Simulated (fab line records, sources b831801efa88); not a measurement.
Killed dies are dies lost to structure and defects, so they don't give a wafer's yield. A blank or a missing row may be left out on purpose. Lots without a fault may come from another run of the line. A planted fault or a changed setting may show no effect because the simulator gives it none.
One fault seen from 2 desks | flow sfq_line | each desk has only its own numbers; what lay behind them comes last

THE TOOL OWNER'S DESK: rie_metal-02
The tool's own readings at SFQ_TRILAYER_M2_BARC_OPEN_METAL_ETCH_077 (etches BARC in O2, target depth 125 nm, time 41.7 s): means of the sampled wafers that have a number, for each lot that ran on this tool. A lot is out of limits, marked OUT, if its mean lies more than 4 standard deviations from the usual mean; the brackets give that distance.
Columns: A = drypump_motor_current_A at SFQ_TRILAYER_M2_BARC_OPEN_METAL_ETCH_077, usual 5.63 A; B = oes_product_au at SFQ_TRILAYER_M2_BARC_OPEN_METAL_ETCH_077, usual 0.685 a.u.; C = rf_fwd_power_W at SFQ_TRILAYER_M2_BARC_OPEN_METAL_ETCH_077, usual 593 W
lot  | first seen here | A    | B     | C
L299 | day 28 20:25    | 5.79 | 0.683 | 593
L306 | day 33 11:11    | 5.88 | 0.682 | 598
L309 | day 34 09:55    | 5.66 | 0.684 | 592
L310 | day 34 21:55    | 5.80 | 0.683 | 593
L312 | day 35 15:56    | 5.80 | 0.686 | 591
This desk's finding: nothing out of limits on any of the 5 lots.

THE METROLOGY DESK
What the gauges read, lot by lot, whatever tool the lot ran on: means of the sampled wafers that have a number. A lot is out of limits, marked OUT, if its mean lies more than 4 standard deviations from the usual mean; the brackets give that distance.
Columns: A = M2_NB_RS at SFQ_M2_RS_MEAS_914, usual 0.887 ohm/sq; B = M2_OVL at SFQ_M2_OVL_MEAS_916, usual -3 nm
lot  | first seen here | A     | B
L299 | day 22 10:07    | 0.885 | -6
L306 | day 26 22:34    | 0.884 | 7
L309 | day 27 20:50    | 0.889 | -2
L310 | day 28 08:13    | 0.881 | -5
L312 | day 29 04:31    | 0.876 | 2
L318 | day 34 03:24    | 0.898 | -5
L319 | day 34 04:37    | 0.890 | -8
This desk's finding: nothing out of limits on any of the 7 lots.

PUT TOGETHER
The tool owner's desk saw nothing out of limits.
The metrology desk saw nothing out of limits.

WHAT THE SIMULATOR HAD PUT IN
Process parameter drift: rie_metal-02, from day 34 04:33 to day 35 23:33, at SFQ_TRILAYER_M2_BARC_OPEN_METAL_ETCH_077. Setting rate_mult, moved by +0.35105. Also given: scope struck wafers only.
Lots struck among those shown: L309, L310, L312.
